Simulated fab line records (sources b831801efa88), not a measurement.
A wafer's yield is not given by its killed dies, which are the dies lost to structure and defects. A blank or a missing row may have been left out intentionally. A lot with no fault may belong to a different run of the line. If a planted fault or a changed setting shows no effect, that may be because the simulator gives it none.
A lot that was struck, set against a sound lot | flow sky130 | 15 out of 708 route steps
Sound: the wafers L696.1, L696.3, L696.5. The struck wafers were L706.1, L706.2, L706.6. The cause comes at the end.
At each step with rows: each side's tool, then ch and its chambers, then its first start. Under that, the readings that differ: sound wafers | struck wafers | difference of the means | sigmas: that difference in standard deviations of wafers without a fault.
alike: same words and numbers on both sides, and readings whose means sit less than 2 such deviations apart. not compared: any withheld reading, any reading some wafer has no value for, any bound like >300 that may hide the same value, and any number with overlapping values for which the record gives no deviation.
Wherever a step has rows on one side only, a row that says differs or no value, or a row with sigmas, the two part there. When numbers do not overlap yet have no deviation, they are printed without sigmas and do not part them. A reading missing from all wafers of one side parts the sides only when that side holds two or more wafers.

first, 2 steps without rows for these wafers: SKY_NWELL_PEB_08; SKY_NWELL_DEVELOP_09 (develop time 60 s).
SKY_NWELL_OVL_MEAS_10:
  sound on overlay-01, day 4 15:14; struck on overlay-02, day 7 02:15
  alike: NWELL_00_OVL
then, 3 steps without rows for these wafers: SKY_NWELL_IMPLANT_11; SKY_NWELL_IMPLANT_12; SKY_NWELL_IMPLANT_13.
SKY_NWELL_STRIP_14: strips in O2/N2.
  sound on plasma-asher-03 ch 0,1, day 4 15:43; struck on plasma-asher-04 ch 0,1, day 7 02:44
  reading                     | sound       | struck      | difference | sigmas
  drypump-motor-current-A (A) | 4.7 5.9 4.7 | 6.0 6.4 6.5 | +1.2       | +2
  alike: oes-product-au, strip-time-to-endpoint-s
  not compared: rf-hours-counter-h
SKY_NWELL_TW_MEAS_15:
  sound on film-metro-02, day 4 15:49; struck on film-metro-04, day 7 02:50
  alike: NWELL_TW
then, 4 steps without rows for these wafers: SKY_NWELL_DEHYDRATE_16 (time 60 s); SKY_NWELL_HMDS_17 (prime time 60 s); SKY_NWELL_COAT_18 (resist thk 3000 nm); SKY_NWELL_SOFTBAKE_19.
SKY_NWELL_EXPOSE_20: exposes mask NWM COMPLEMENT, target cd 840 nm.
  sound on iline-stepper-02 ch 0, day 5 00:38; struck on iline-stepper-02 ch 0, day 7 11:59
  reading | sound                                              | struck                                                      | difference | sigmas
  mask    | NWM_COMPLEMENT#0 NWM_COMPLEMENT#0 NWM_COMPLEMENT#0 | NWM_COMPLEMENT_R1#0 NWM_COMPLEMENT_R1#0 NWM_COMPLEMENT_R1#0 | differs    |
then, 1 step without rows for these wafers: SKY_NWELL_PEB_21.
-- the record jumps here: 41 days lie between the struck wafers' starts before and after (it left off in module NWELL and takes up again in module PAD_OPEN, whose first step shown is number 708 of the route) --
SKY_PAD_OPEN_PROBE_99:
  sound on prober-01, day 46 04:09; struck on prober-01, day 48 03:08
  reading                                 | sound                         | struck                        | difference | sigmas
  model.etest.pfet_16v.r-on-ohm-um        | 1.525e+04 1.517e+04 1.529e+04 | 1.612e+04 1.61e+04 1.61e+04   | +8.700e+02 |
  model.etest.nfet_16v.r-on-ohm-um        | 1.416e+04 1.422e+04 1.423e+04 | 1.327e+04 1.334e+04 1.314e+04 | -9.533e+02 |
  model.etest.res-iso-pwell.width-nm (nm) | 2633 2640 2639                | 2493 2485 2485                | -150       |
  model.etest.res-nwell.line-ohm-um       | 1058 1060 1054                | 1023 1025 1007                | -39        |
  model.etest.res-nwell.width-nm (nm)     | 849.3 845.8 848.3             | 908.9 905.9 900.6             | +57.3      |
  model.etest.pfet_16v.drive-ua-um        | 244.4 244.6 245.2             | 224.4 221.7 223.6             | -21.5      |
  model.etest.nfet_16v.drive-ua-um        | 220.1 216.2 217.6             | 231.3 228.9 230.4             | +12.2      |
  alike: killed_at_M0_to_M3, killed_at_M4_up, killed-at-contacts, killed-at-front-end, killed-at-other, killed-dies, killed-open, killed-short
  not compared: model.etest.iso-nwell-nwell.leak-log10-a-um

== WHERE THEY PART ==
Last at SKY_NWELL_EXPOSE_20 as far as this record goes, first at SKY_NWELL_STRIP_14. Later steps at which nothing parts them and some readings are alike: SKY_PAD_OPEN_PROBE_99.

WHY: whatever the simulator had introduced
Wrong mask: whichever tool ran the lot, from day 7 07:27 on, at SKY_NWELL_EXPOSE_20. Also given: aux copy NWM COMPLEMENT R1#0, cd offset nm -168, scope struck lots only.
